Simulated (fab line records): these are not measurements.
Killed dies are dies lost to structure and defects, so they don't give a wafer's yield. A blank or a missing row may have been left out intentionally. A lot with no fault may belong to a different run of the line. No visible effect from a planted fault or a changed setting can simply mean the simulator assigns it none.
fab line records	flow sky130
record: lots: 6	wafers: 18	lastDay: 50
route steps=708 shown FIELD_ISO@1 PAD_OPEN@708
lots with no fault: from the same line, run without faults
startH: hours from the record's first day to the start of the lot's first wafer shown	waitH: time in hours since the lot's previous step	" identical to the entry in the row above	L1.1+2: several wafers, shown together as one row	- no value, or no start given	* or withheld: withheld	< > ~ a bound
route shown NAME@n: names a module that has steps shown in the file, with the first one's number in the route	usual: mean/standard deviation of fault-free wafers	same: alike in all rows	chamber/n: place in a boat	sites: per-site readings	_std_site: the standard deviation of these	_edge_site: inner sites' mean taken away from outer sites' mean	radiusMm: for every site, how far away it sits from the centre of the wafer	mask NAME#n: copy n	behind: the most recent tool/chamber to have shaped the wafer	hold: the reason the lot was held/the length of the hold in hours/how it ended	device: which transistor (n, p or np) failed to switch	end of line: at the end of the route, the tests of the same wafers	a step with no rows: only its recipe	killed: at the first sort, the dies lost to defects and structure; wafer yield is something else	map: a wafer's dies, x killed, . not, _ none there
set.NAME: the setting that was run; set.NAME@STEP: the one run at that earlier step	model.NAME: the simulator's own value behind a step, which no gauge read
lots at selected steps of the route; one table per step, one row per wafer
services: a tool's chamber out of use, with start hour (startH, from the record's first day; less than 0 if before it), hours out, and reason
== steps ==
step: SKY_FIELD_ISO_BOW_MEAS_00
recipe: mode: bow
usual: INCOMING_BOW: 1/6.7
lot.wafer	tool	chamber	startH	waitH	INCOMING_BOW[um]
L704.1	filmMetro-04	-	20.00	-	-6
L704.2	"	-	"	"	2
L704.5	"	-	"	"	6
L709.3	filmMetro-04	-	45.04	-	-1
L709.4	"	-	"	"	-7
L709.5	"	-	"	"	1
L712.2	filmMetro-04	-	60.02	-	-1
L712.3	"	-	"	"	-4
L712.4	"	-	"	"	23
L714.1	filmMetro-04	-	70.00	-	6
L714.4	"	-	"	"	0
L714.5	"	-	"	"	7
L717.2	filmMetro-01	-	85.02	-	-3
L717.4	"	-	"	"	-4
L717.5	"	-	"	"	-10
L724.1	filmMetro-01	-	120.00	-	6
L724.3	"	-	"	"	3
L724.5	"	-	"	"	6
step: SKY_FIELD_ISO_OXIDATION_01
recipe: tempC: 900	ambient: O2	stabiliseS: 600	purgeS: 300	targetThkA: 120	oxTimeS: 1843
usual: oxTimeS: 1843/0	spikeTcUpperC: 899.9/1.1
lot.wafer	tool	chamber	startH	waitH	oxTimeS	spikeTcUpperC	model.SiO2_of_FIELD_ISO_OXIDATION_01.thkNm
L704.1	furnace-01	0	21.46	1.4	1843	898.6	11.7
L704.2	"	0	"	"	1843	901.5	11.83
L704.5	"	0	"	"	1843	900.1	11.6
L709.3	furnace-02	0	46.07	1.0	1843	899.9	12.37
L709.4	"	0	"	"	1843	899.7	12.14
L709.5	"	0	"	"	1843	899.7	12.14
L712.2	furnace-01	0	60.12	0.1	1474.4	899.3	10.43
L712.3	"	0	"	"	1474.4	901.3	10.58
L712.4	"	0	"	"	1474.4	901.3	10.47
L714.1	furnace-01	0	70.89	0.9	1474.4	899.2	9.894
L714.4	"	0	"	"	1474.4	898.3	10.03
L714.5	"	0	"	"	1474.4	900.0	9.956
L717.2	furnace-02	0	85.12	0.1	1843	901.4	12.43
L717.4	"	0	"	"	1843	899.6	12.5
L717.5	"	0	"	"	1843	899.3	12.33
L724.1	furnace-02	0	122.04	2.0	1843	899.3	12.35
L724.3	"	0	"	"	1843	899.9	12.22
L724.5	"	0	"	"	1843	900.7	12.24
step: SKY_FIELD_ISO_THK_MEAS_02
recipe: reads: SiO2_of_FIELD_ISO_OXIDATION_01
usual: FIELD_ISO_OXIDATION_00_THK: 12.2/0.31
lot.wafer	tool	chamber	startH	waitH	FIELD_ISO_OXIDATION_00_THK[nm]
L704.1	filmMetro-01	-	22.97	0.0	11.7
L704.2	"	-	"	"	11.8
L704.5	"	-	"	"	11.6
L709.3	filmMetro-01	-	47.60	0.0	12.3
L709.4	"	-	"	"	12.2
L709.5	"	-	"	"	12.2
L712.2	filmMetro-02	-	61.64	0.0	10.4
L712.3	"	-	"	"	10.6
L712.4	"	-	"	"	10.5
L714.1	filmMetro-01	-	72.40	0.0	9.9
L714.4	"	-	"	"	10.1
L714.5	"	-	"	"	9.9
L717.2	filmMetro-02	-	86.64	0.0	12.4
L717.4	"	-	"	"	12.5
L717.5	"	-	"	"	12.3
L724.1	filmMetro-04	-	123.55	0.0	12.3
L724.3	"	-	"	"	12.2
L724.5	"	-	"	"	12.3
step: SKY_FIELD_ISO_CVD_03
recipe: material: Si3N4	precursor: DCS/NH3	targetThkNm: 165	tempC: 770	timeS: 2830	pressureMtorr: 250
step: SKY_FIELD_ISO_THK_MEAS_04
recipe: reads: Si3N4_of_FIELD_ISO_CVD_03
usual: FIELD_ISO_CVD_03_THK: 165.5/1.4
lot.wafer	tool	chamber	startH	waitH	FIELD_ISO_CVD_03_THK[nm]
L704.1	filmMetro-02	-	25.71	0.0	165.0
L704.2	"	-	"	"	164.6
L704.5	"	-	"	"	165.2
L709.3	filmMetro-02	-	49.45	0.0	168.1
L709.4	"	-	"	"	167.9
L709.5	"	-	"	"	166.4
L712.2	filmMetro-02	-	63.49	0.0	165.5
L712.3	"	-	"	"	166.1
L712.4	"	-	"	"	164.7
L714.1	filmMetro-04	-	74.25	0.0	165.6
L714.4	"	-	"	"	165.8
L714.5	"	-	"	"	164.2
L717.2	filmMetro-04	-	88.49	0.0	164.6
L717.4	"	-	"	"	166.1
L717.5	"	-	"	"	165.4
L724.1	filmMetro-04	-	128.24	0.0	166.5
L724.3	"	-	"	"	165.6
L724.5	"	-	"	"	166.4
step: SKY_FIELD_ISO_DEHYDRATE_05
recipe: tempC: 200	timeS: 60
step: SKY_FIELD_ISO_HMDS_06
recipe: primeTimeS: 60	primeTempC: 120
step: SKY_FIELD_ISO_COAT_07
recipe: resist: BARC	tempC: withheld	timeS: withheld	spinRpm: 3000	resistThkNm: 60
step: SKY_FIELD_ISO_COAT_08
recipe: resist: KrF-thick	spinRpm: 3000	resistThkNm: 450
step: SKY_FIELD_ISO_SOFTBAKE_09
recipe: tempC: 100	timeS: 90	resist: KrF-thick
step: SKY_FIELD_ISO_EXPOSE_10
recipe: maskId: FOM	na: 0.68	sourceShape: annular	sigmaInner: 0.4	sigmaOuter: 0.8	targetCdNm: 150	doseMj: 28
step: SKY_FIELD_ISO_PEB_11
recipe: pebTempC: withheld	pebTimeS: withheld	resist: KrF-thick
step: SKY_FIELD_ISO_DEVELOP_12
recipe: developTimeS: 60	resist: KrF-thick	devTempC: 21
step: SKY_FIELD_ISO_CD_MEAS_13
recipe: targetCdNm: 150
usual: cdNm: 150.4/1.5
lot.wafer	tool	chamber	startH	waitH	cdNm
L704.1	cdSem-02	-	40.80	-	151.0
L704.2	"	-	"	"	149.8
L704.5	"	-	"	"	151.2
L709.3	cdSem-01	-	64.94	-	151.8
L709.4	"	-	"	"	150.6
L709.5	"	-	"	"	149.0
L712.2	cdSem-02	-	79.90	-	151.9
L712.3	"	-	"	"	150.7
L712.4	"	-	"	"	152.2
L714.1	cdSem-02	-	90.65	-	149.9
L714.4	"	-	"	"	151.1
L714.5	"	-	"	"	150.2
L717.2	cdSem-01	-	105.67	-	151.7
L717.4	"	-	"	"	152.1
L717.5	"	-	"	"	153.8
L724.1	cdSem-02	-	147.45	-	152.0
L724.3	"	-	"	"	152.0
L724.5	"	-	"	"	151.2
step: SKY_FIELD_ISO_ETCH_14
recipe: chemistry: N2/H2	target: BARC	ionEnergyEv: 200	sourceW: 500	biasW: 100	pressureMtorr: 30	n2FlowSccm: 100	h2FlowSccm: 200	stopOn: SiO2	timeS: 45.9	targetDepthA: 600
usual: chamberPressureMTorr: 29.999/0.028	drypumpMotorCurrentA: 5.7/0.54	oesProductAu: 0.856/0.0049	throttleValvePct: 13.225/0.0095
lot.wafer	tool	chamber	startH	waitH	chamberPressureMTorr	drypumpMotorCurrentA	oesProductAu	rfHoursCounterH	throttleValvePct
L704.1	rieDiel-03	1	40.92	0.1	30.014	5.8	0.855	116	13.227
L704.2	"	2	"	"	30.001	5.7	0.858	38	13.220
L704.5	"	1	"	"	30.013	5.8	0.852	-	13.232
L709.3	rieDiel-01	1	65.02	0.1	29.984	6.4	0.858	7	13.224
L709.4	"	3	"	"	29.957	5.8	0.858	96	13.213
L709.5	"	0	"	"	30.025	5.0	0.859	-	13.223
L712.2	rieDiel-03	1	80.00	0.1	30.010	5.8	0.865	117	13.246
L712.3	"	2	"	"	30.031	5.8	0.859	39	13.238
L712.4	"	1	"	"	29.986	5.8	0.860	-	13.223
L714.1	rieDiel-03	3	90.77	0.1	30.040	4.7	0.853	0	13.224
L714.4	"	1	"	"	29.985	5.8	0.854	117	13.225
L714.5	"	3	"	"	29.982	4.8	0.871	-	13.216
L717.2	rieDiel-04	2	105.77	0.1	30.019	5.6	0.857	149	13.214
L717.4	"	0	"	"	29.976	6.5	0.848	0	13.235
L717.5	"	2	"	"	30.049	5.6	0.849	-	13.220
L724.1	rieDiel-03	3	147.57	0.1	30.022	4.8	0.851	1	13.230
L724.3	"	0	"	"	29.988	6.1	0.859	101	13.221
L724.5	"	0	"	"	29.971	6.1	0.860	-	13.219
step: SKY_FIELD_ISO_ETCH_15
recipe: chemistry: CHF3/O2	targetDepthNm: 180	stopOn: Si	sourceW: 600	biasW: 200	pressureMtorr: 40	chf3FlowSccm: 50	O2_flow_sccm: 5	timeS: 72
usual: chamberPressureMTorr: 40.00/0.037	chf3FlowSccm: 50.00/0.15	drypumpMotorCurrentA: 5.7/0.54	oesProductAu: 0.948/0.0064	throttleValvePct: 8.844/0.0087
lot.wafer	tool	chamber	startH	waitH	chamberPressureMTorr	chf3FlowSccm	drypumpMotorCurrentA	oesProductAu	rfHoursCounterH	throttleValvePct
L704.1	rieDiel-03	1	40.97	0.0	40.02	49.84	5.8	0.940	116	8.854
L704.2	"	2	"	"	40.02	49.95	5.7	0.939	38	8.829
L704.5	"	1	"	"	40.00	49.88	5.8	0.942	-	8.848
L709.3	rieDiel-01	1	65.07	0.0	39.99	49.93	6.4	0.954	7	8.836
L709.4	"	3	"	"	40.03	49.95	5.8	0.951	96	8.869
L709.5	"	0	"	"	39.98	49.97	4.9	0.950	-	8.845
L712.2	rieDiel-03	1	80.05	0.0	39.92	49.87	5.8	0.945	117	8.850
L712.3	"	2	"	"	40.02	50.02	5.7	0.950	39	8.845
L712.4	"	1	"	"	39.93	49.78	5.8	0.950	-	8.850
L714.1	rieDiel-03	3	90.82	0.0	40.00	50.47	4.7	0.948	0	8.839
L714.4	"	1	"	"	39.99	49.89	5.8	0.952	117	8.848
L714.5	"	3	"	"	40.04	50.13	4.7	0.941	-	8.842
L717.2	rieDiel-04	2	105.82	0.0	39.96	50.26	5.6	0.948	150	8.838
L717.4	"	0	"	"	39.98	49.89	6.5	0.943	0	8.852
L717.5	"	2	"	"	40.03	50.05	5.6	0.938	-	8.846
L724.1	rieDiel-03	3	147.62	0.0	39.98	49.79	4.7	0.951	2	8.840
L724.3	"	0	"	"	40.01	50.15	6.1	0.950	101	8.831
L724.5	"	0	"	"	40.01	49.97	6.1	0.953	-	8.847
step: SKY_FIELD_ISO_STRIP_16
recipe: chemistry: O2/N2	powerW: 1400	pressureMtorr: 1500	platenTempC: withheld	o2FlowSccm: 3000	n2FlowSccm: 300	overashFraction: 0.5
usual: chamberPressureMTorr: 1499.9/1.3	drypumpMotorCurrentA: 5.5/0.5	oesProductAu: 0.378/0.0051	stripTimeToEndpointS: 3.54/0.032
lot.wafer	tool	chamber	startH	waitH	chamberPressureMTorr	drypumpMotorCurrentA	oesProductAu	rfHoursCounterH	stripTimeToEndpointS
L704.1	plasmaAsher-03	1	41.02	0.0	1500.5	5.9	0.386	36	3.55
L704.2	"	0	"	"	1501.1	6.5	0.378	36	3.56
L704.5	"	0	"	"	1499.4	6.5	0.382	-	3.56
L709.3	plasmaAsher-01	1	65.16	0.1	1498.8	5.4	0.375	-	3.57
L709.4	"	0	"	"	1499.9	5.2	0.385	-	3.56
L709.5	"	0	"	"	1498.6	5.2	0.379	-	3.59
L712.2	plasmaAsher-01	1	80.10	0.0	1499.2	5.4	0.375	41	3.55
L712.3	"	1	"	"	1503.4	5.3	0.370	-	3.56
L712.4	"	0	"	"	1500.4	5.2	0.384	-	3.55
L714.1	plasmaAsher-04	0	90.87	0.0	1501.8	5.2	0.373	27	3.51
L714.4	"	1	"	"	1499.5	5.1	0.380	-	3.51
L714.5	"	1	"	"	1499.0	5.1	0.378	-	3.53
L717.2	plasmaAsher-04	1	105.87	0.0	1500.7	5.1	0.369	28	3.49
L717.4	"	1	"	"	1498.5	5.1	0.375	-	3.53
L717.5	"	1	"	"	1499.0	5.1	0.376	-	3.49
L724.1	plasmaAsher-03	0	147.67	0.0	1500.5	6.4	0.381	47	3.54
L724.3	"	1	"	"	1497.5	5.9	0.379	-	3.56
L724.5	"	0	"	"	1498.5	6.5	0.381	-	3.57
step: SKY_FIELD_ISO_ETCH_17
recipe: targetDepthA: 3420	maskMaterial: Si3N4	chemistry: HBr/Cl2/O2	target: Si	taperDeg: 5	icpW: 600	biasW: 150	pressureMtorr: 15	HBr_flow_sccm: 150	Cl2_flow_sccm: 40	O2_flow_sccm: 6	timeS: 97.7
usual: chamberPressureMTorr: 15.002/0.014	drypumpMotorCurrentA: 5.8/0.35	heBacksideLeakSccm: 2.72/0.25	oesProductAu: 1.003/0.0068	throttleValvePct: 25.656/0.009
lot.wafer	tool	chamber	startH	waitH	chamberPressureMTorr	drypumpMotorCurrentA	heBacksideLeakSccm	oesProductAu	rfHoursCounterH	throttleValvePct
L704.1	rieSi-02	0	41.12	0.1	14.997	6.4	2.45	0.997	71	25.654
L704.2	"	3	"	"	15.012	5.4	2.90	1.005	104	25.643
L704.5	"	2	"	"	15.022	6.2	2.75	1.009	-	25.650
L709.3	rieSi-01	0	65.22	0.0	15.022	5.5	2.87	1.004	107	25.647
L709.4	"	1	"	"	15.021	5.5	2.90	1.003	52	25.652
L709.5	"	0	"	"	15.014	5.5	2.97	1.004	-	25.658
L712.2	rieSi-01	2	80.20	0.1	15.011	5.9	2.33	1.004	17	25.659
L712.3	"	1	"	"	14.998	5.5	2.89	0.999	52	25.658
L712.4	"	3	"	"	14.999	6.2	2.79	1.015	24	25.647
L714.1	rieSi-01	2	90.97	0.1	15.010	6.0	2.36	1.003	17	25.674
L714.4	"	3	"	"	15.007	6.2	2.63	1.013	24	25.669
L714.5	"	2	"	"	15.010	5.9	2.47	0.996	-	25.637
L717.2	rieSi-01	1	105.97	0.1	15.015	5.5	2.90	0.987	52	25.674
L717.4	"	3	"	"	15.010	6.2	2.79	1.007	24	25.667
L717.5	"	2	"	"	15.008	6.0	2.38	0.999	-	25.662
L724.1	rieSi-02	0	147.77	0.1	14.978	6.4	2.84	1.005	72	25.658
L724.3	"	3	"	"	15.017	5.4	2.83	1.003	105	25.645
L724.5	"	3	"	"	15.002	5.4	2.87	0.996	-	25.666
step: SKY_FIELD_ISO_WET_ETCH_18
recipe: chemistry: H3PO4	targetDepthNm: 25	tempC: 160	target: Si3N4	timeS: 286
step: SKY_FIELD_ISO_CLEAN_19
recipe: chemistry: SC1/SC2	mix: 1:4:20	tempC: 70	timeS: 150
step: SKY_FIELD_ISO_CLEAN_20
recipe: chemistry: dHF	timeS: 20	dilution: 100:1
step: SKY_FIELD_ISO_WET_ETCH_21
recipe: chemistry: dHF	dilution: 100:1	targetDepthNm: 20	dry: ipaMarangoni	target: SiO2	tempC: 25	timeS: 400
step: SKY_FIELD_ISO_OXIDATION_22
recipe: tempC: 950	ambient: O2	stabiliseS: 600	purgeS: 300	targetThkA: 100	oxTimeS: 623
step: SKY_FIELD_ISO_THK_MEAS_23
recipe: reads: SiO2_of_FIELD_ISO_OXIDATION_22
usual: FIELD_ISO_OXIDATION_01_THK: 9.95/0.27
lot.wafer	tool	chamber	startH	waitH	FIELD_ISO_OXIDATION_01_THK[nm]
L704.1	filmMetro-04	-	43.21	0.0	9.82
L704.2	"	-	"	"	9.69
L704.5	"	-	"	"	9.63
L709.3	filmMetro-02	-	67.90	0.0	9.55
L709.4	"	-	"	"	9.47
L709.5	"	-	"	"	9.52
L712.2	filmMetro-01	-	83.35	0.0	9.86
L712.3	"	-	"	"	10.03
L712.4	"	-	"	"	9.96
L714.1	filmMetro-01	-	93.03	0.0	9.95
L714.4	"	-	"	"	9.76
L714.5	"	-	"	"	9.80
L717.2	filmMetro-01	-	108.81	0.0	9.97
L717.4	"	-	"	"	10.18
L717.5	"	-	"	"	9.94
L724.1	filmMetro-02	-	149.31	0.0	9.58
L724.3	"	-	"	"	9.71
L724.5	"	-	"	"	9.67
step: SKY_FIELD_ISO_CVD_24
recipe: material: SiO2	targetThkNm: 595	tempC: 650	sigmaOpenFrac: 0.3	timeS: 99.2	sih4FlowSccm: 60	pressureMtorr: 6
step: SKY_FIELD_ISO_THK_MEAS_25
recipe: reads: SiO2_of_FIELD_ISO_CVD_24
usual: FIELD_ISO_CVD_24_THK: 596/5.9
lot.wafer	tool	chamber	startH	waitH	FIELD_ISO_CVD_24_THK[nm]
L704.1	filmMetro-02	-	43.34	0.0	584
L704.2	"	-	"	"	592
L704.5	"	-	"	"	586
L709.3	filmMetro-04	-	68.03	0.1	594
L709.4	"	-	"	"	597
L709.5	"	-	"	"	600
L712.2	filmMetro-04	-	83.48	0.0	588
L712.3	"	-	"	"	591
L712.4	"	-	"	"	591
L714.1	filmMetro-04	-	93.17	0.0	602
L714.4	"	-	"	"	598
L714.5	"	-	"	"	603
L717.2	filmMetro-02	-	108.95	0.0	587
L717.4	"	-	"	"	591
L717.5	"	-	"	"	601
L724.1	filmMetro-04	-	149.44	0.0	592
L724.3	"	-	"	"	587
L724.5	"	-	"	"	594
step: SKY_FIELD_ISO_ANNEAL_26
recipe: tempC: 1000	timeS: 1800	ambient: N2
step: SKY_FIELD_ISO_CMP_27
recipe: stopOn: Si3N4	tOverpolishS: 16	downForcePsi: 4	platenRpm: 60	targetThkNm: 457.8	padVelocityMS: 0.94248
usual: motorCurrentA: 11.7/1
lot.wafer	tool	chamber	startH	waitH	motorCurrentA
L704.1	cmp-01	1	44.95	0.1	11.4
L704.2	"	3	"	"	13.4
L704.5	"	1	"	"	10.5
L709.4	cmp-02	3	69.92	0.3	13.0
L709.3	"	0	"	"	10.8
L709.5	"	1	"	"	12.7
L712.2	cmp-01	3	86.28	0.1	13.6
L712.3	"	0	"	"	11.2
L712.4	"	1	"	"	10.8
L714.1	cmp-01	1	95.80	0.1	10.1
L714.4	"	3	"	"	13.0
L714.5	"	1	"	"	10.7
L717.4	cmp-01	2	110.55	0.1	10.9
L717.2	"	0	"	"	11.9
L717.5	"	2	"	"	10.8
L724.3	cmp-02	1	151.05	0.1	12.2
L724.1	"	2	"	"	11.4
L724.5	"	0	"	"	10.9
step: SKY_FIELD_ISO_WET_ETCH_28
recipe: chemistry: dHF	targetDepthNm: 23.7	target: SiO2	dilution: 10:1	tempC: 25	timeS: 47
step: SKY_FIELD_ISO_WET_ETCH_29
recipe: chemistry: H3PO4	targetDepthNm: 160	target: Si3N4	tempC: 160	timeS: 1825
lot.wafer	tool	chamber	startH	waitH	model.SiO2_of_FIELD_ISO_OXIDATION_01.thkNm
L704.1	wetBench-01	1	45.22	0.0	11.38
L704.2	"	1	"	"	11.51
L704.5	"	1	"	"	11.28
L709.3	wetBench-03	3	70.14	0.0	12.06
L709.4+5	"	3	"	"	11.83
L712.2	wetBench-01	3	86.56	0.0	10.1
L712.3	"	3	"	"	10.25
L712.4	"	3	"	"	10.14
L714.1	wetBench-01	1	96.10	0.0	9.564
L714.4	"	1	"	"	9.702
L714.5	"	1	"	"	9.628
L717.2	wetBench-03	1	110.82	0.0	12.11
L717.4	"	1	"	"	12.19
L717.5	"	1	"	"	12.01
L724.1	wetBench-03	3	151.32	0.0	12.02
L724.3	"	3	"	"	11.9
L724.5	"	3	"	"	11.92
step: SKY_FIELD_ISO_WET_ETCH_30
recipe: chemistry: dHF	targetDepthNm: 25	target: SiO2	dilution: 10:1	tempC: 25	timeS: 50
step: SKY_PAD_OPEN_PROBE_99
usual: killed_at_M0_to_M3: 44/7	killed_at_M4_up: 3.2/1.8	killedAtContacts: 24/5.1	killedAtFrontEnd: 15/4.3	killedAtOther: 0.3/0.5	killedDies: 86/9.6	killedOpen: 48/7.1	killedShort: 38/6.7
same: grossDies: 492	killedAtBackSide: 0
lot.wafer	tool	chamber	startH	waitH	killed_at_M0_to_M3	killed_at_M4_up	killedAtContacts	killedAtFrontEnd	killedAtOther	killedDies	killedOpen	killedShort
L704.1	prober-01	-	1091.74	0.1	52	5	27	12	0	96	61	35
L704.2	prober-01	-	1091.79	0.1	70	2	18	13	0	103	68	35
L704.5	prober-01	-	1091.94	0.2	49	1	25	15	0	90	45	45
L709.3	prober-02	-	1121.26	0.2	43	6	24	18	1	92	53	39
L709.4	prober-02	-	1121.31	0.2	46	2	19	17	0	84	50	34
L709.5	prober-02	-	1121.36	0.2	40	3	37	17	0	97	52	45
L712.2	prober-01	-	1134.10	0.1	48	2	16	18	0	84	44	39
L712.3	prober-01	-	1134.15	0.2	43	4	24	13	2	86	46	40
L712.4	prober-01	-	1134.20	0.2	54	7	26	11	0	98	47	51
L714.1	prober-01	-	1148.95	0.1	50	3	26	11	1	91	46	43
L714.4	prober-01	-	1149.10	0.2	41	3	21	18	0	83	42	38
L714.5	prober-01	-	1149.15	0.2	51	3	28	19	0	101	53	47
L717.2	prober-01	-	1162.81	0.1	33	5	17	11	0	66	32	34
L717.4	prober-01	-	1162.91	0.2	39	2	24	18	0	83	47	36
L717.5	prober-01	-	1162.96	0.2	38	5	24	15	0	82	51	31
L724.1	prober-01	-	1199.27	0.1	47	2	26	17	0	92	48	44
L724.3	prober-01	-	1199.37	0.2	39	4	29	15	1	88	35	52
L724.5	prober-01	-	1199.47	0.2	55	5	26	9	0	95	44	50
killed by level:class
L704.1 CONTACT:geometricParticle:open=13 VIA1:geometricParticle:open=13 VIA1:geometricParticle:short=12 VIA3:geometricParticle:open=9 VIA2:geometricParticle:open=8 LI_CONTACT:geometricParticle:open=7 FIELD_ISO:geometricParticle:open=4 METAL4:geometricParticle:short=3
L704.2 VIA1:geometricParticle:open=16 VIA3:geometricParticle:open=14 VIA2:geometricParticle:open=13 CONTACT:geometricParticle:open=8 METAL1:geometricParticle:short=8 METAL2:geometricParticle:short=5 FIELD_ISO:geometricParticle:short=4 FIELD_ISO:geometricParticle:open=4
L704.5 CONTACT:geometricParticle:open=9 LI_CONTACT:geometricParticle:open=7 METAL1:geometricParticle:short=6 VIA2:geometricParticle:open=6 VIA1:geometricParticle:short=6 VIA1:geometricParticle:open=6 METAL2:geometricParticle:short=6 LOCAL_INTERCONNECT:geometricParticle:short=5
L709.3 VIA1:geometricParticle:open=15 CONTACT:geometricParticle:short=8 FIELD_ISO:geometricParticle:short=7 CONTACT:geometricParticle:open=7 FIELD_ISO:geometricParticle:open=6 VIA2:geometricParticle:open=6 LI_CONTACT:geometricParticle:open=6 VIA3:geometricParticle:open=5
L709.4 VIA1:geometricParticle:open=13 METAL2:geometricParticle:short=7 CONTACT:geometricParticle:open=7 VIA3:geometricParticle:open=6 LI_CONTACT:geometricParticle:open=5 VIA1:geometricParticle:short=5 FIELD_ISO:geometricParticle:open=4 POLY_CUT:geometricParticle:open=3
L709.5 CONTACT:geometricParticle:open=14 VIA1:geometricParticle:open=11 LI_CONTACT:geometricParticle:open=9 POLY_GATE:geometricParticle:short=8 VIA2:geometricParticle:open=7 METAL1:geometricParticle:short=6 CONTACT:geometricParticle:short=5 VIA1:geometricParticle:short=5
L712.2 VIA1:geometricParticle:open=8 VIA3:geometricParticle:open=8 METAL1:geometricParticle:short=7 FIELD_ISO:geometricParticle:open=6 LI_CONTACT:geometricParticle:open=6 VIA2:geometricParticle:open=6 VIA1:geometricParticle:short=5 POLY_GATE:geometricParticle:open=4
L712.3 VIA1:geometricParticle:open=11 CONTACT:geometricParticle:open=8 VIA2:geometricParticle:open=8 VIA1:geometricParticle:short=8 FIELD_ISO:geometricParticle:short=6 LI_CONTACT:geometricParticle:open=6 LOCAL_INTERCONNECT:geometricParticle:short=5 VIA3:geometricParticle:open=5
L712.4 CONTACT:geometricParticle:open=16 METAL1:geometricParticle:short=10 VIA1:geometricParticle:open=9 METAL2:geometricParticle:short=6 VIA2:geometricParticle:short=6 VIA3:geometricParticle:open=6 METAL4:geometricParticle:short=6 POLY_GATE:geometricParticle:short=5
L714.1 LI_CONTACT:geometricParticle:open=11 METAL2:geometricParticle:short=9 METAL1:geometricParticle:short=8 VIA1:geometricParticle:open=8 VIA3:geometricParticle:open=8 CONTACT:geometricParticle:open=7 VIA1:geometricParticle:short=7 LOCAL_INTERCONNECT:geometricParticle:short=4
L714.4 VIA3:geometricParticle:open=8 METAL2:geometricParticle:short=8 CONTACT:geometricParticle:open=7 FIELD_ISO:geometricParticle:open=5 CONTACT:geometricParticle:short=5 VIA2:geometricParticle:open=5 METAL1:geometricParticle:short=4 VIA1:geometricParticle:short=4
L714.5 VIA1:geometricParticle:open=14 LI_CONTACT:geometricParticle:open=10 CONTACT:geometricParticle:open=9 METAL2:geometricParticle:short=7 VIA2:geometricParticle:open=6 VIA1:geometricParticle:short=6 FIELD_ISO:geometricParticle:open=5 FIELD_ISO:geometricParticle:short=5
L717.2 VIA1:geometricParticle:open=6 LOCAL_INTERCONNECT:geometricParticle:short=6 VIA3:geometricParticle:open=6 METAL2:geometricParticle:short=5 VIA2:geometricParticle:open=5 CONTACT:geometricParticle:open=4 CONTACT:geometricParticle:short=4 SPACER:geometricParticle:short=3
L717.4 VIA1:geometricParticle:open=11 CONTACT:geometricParticle:open=8 LI_CONTACT:geometricParticle:open=7 METAL1:geometricParticle:short=6 VIA3:geometricParticle:open=6 POLY_GATE:geometricParticle:open=5 POLY_GATE:geometricParticle:short=5 LOCAL_INTERCONNECT:geometricParticle:short=5
L717.5 LI_CONTACT:geometricParticle:open=12 VIA1:geometricParticle:open=9 METAL1:geometricParticle:short=7 VIA3:geometricParticle:open=6 POLY_GATE:geometricParticle:open=5 CONTACT:geometricParticle:open=5 METAL4:geometricParticle:short=5 METAL1:geometricParticle:open=3
L724.1 CONTACT:geometricParticle:open=10 VIA1:geometricParticle:open=10 VIA3:geometricParticle:open=8 POLY_GATE:geometricParticle:short=7 VIA2:geometricParticle:open=6 CONTACT:geometricParticle:short=6 FIELD_ISO:geometricParticle:short=4 FIELD_ISO:geometricParticle:open=4
L724.3 METAL1:geometricParticle:short=12 CONTACT:geometricParticle:open=11 VIA1:geometricParticle:open=8 LI_CONTACT:geometricParticle:open=7 METAL2:geometricParticle:short=5 FIELD_ISO:geometricParticle:short=4 POLY_GATE:geometricParticle:short=4 SPACER:geometricParticle:short=4
L724.5 CONTACT:geometricParticle:open=8 VIA3:geometricParticle:open=8 CONTACT:geometricParticle:short=7 VIA1:geometricParticle:open=7 METAL2:geometricParticle:short=7 VIA2:geometricParticle:open=7 LI_CONTACT:geometricParticle:open=6 METAL3:geometricParticle:short=6
== services ==
tool	chamber	startH	hours	kind
rieDiel-04	-	4.01	14.6	pm
plasmaAsher-04	-	24.82	3.9	repair
cmp-01	-	31.45	0.8	repair
rieDiel-04	0	37.51	5.5	repair
cmp-01	-	39.02	1.0	repair
cmp-02	-	43.00	0.4	repair
cmp-01	-	48.17	2.1	repair
cmp-01	-	49.07	3.1	repair
rieDiel-03	3	58.23	-	clean
rieDiel-03	3	58.23	16.8	scheduledDown
rieDiel-03	3	58.23	16.8	ventCycle
wetBench-01	-	58.74	4.4	pm
cmp-01	-	63.73	0.4	repair
cmp-01	-	67.32	4.0	pm
furnace-02	-	69.92	2.3	repair
cmp-01	-	71.32	-	consumableReplace:conditioner
rieDiel-03	0	78.66	6.0	repair
rieDiel-04	1	93.04	3.5	repair
furnace-02	-	95.89	3.6	pm
plasmaAsher-01	-	108.75	9.0	pm
furnace-01	-	120.02	2.7	pm
rieDiel-03	-	120.30	0.9	repair
cmp-02	-	122.58	1.4	repair
plasmaAsher-04	-	142.21	0.7	repair
== key ==
firstSign: step: SKY_FIELD_ISO_OXIDATION_01	reading: oxTimeS	direction: down	sigmas: 99+	usual: *	struck: *
effect: step: SKY_FIELD_ISO_THK_MEAS_02	reading: FIELD_ISO_OXIDATION_00_THK	direction: down	sigmas: 6.3	usual: 12.2	struck: 10.2
modelEffect: step: SKY_FIELD_ISO_OXIDATION_01	value: SiO2_of_FIELD_ISO_OXIDATION_01.thkNm	without: 11.95	struck: 10.23
modelEffect: step: SKY_FIELD_ISO_WET_ETCH_29	value: SiO2_of_FIELD_ISO_OXIDATION_01.thkNm	without: 11.62	struck: 9.897
metAt SKY_FIELD_ISO_OXIDATION_01
struckWafers L712.2,L712.3,L712.4,L714.1,L714.4,L714.5
testerLeftOut L712,L714
onsetBetween 21.46 60.12
fault: kind: processParameterDrift	tool: furnace-01	chamber: -	onsetH: 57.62	steps: SKY_FIELD_ISO_OXIDATION_01	channel: oxTimeS	offset: *	shape: step	endH: 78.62	actsIn: *	stated: *
testerLeftOut: of these lots the tester's yield and bins aren't shown, on N5 and GAA mostly nor the transistor test; their killed dies are dies lost to structure and defects alone, not to doping, threshold or leakage, so they don't give the yield
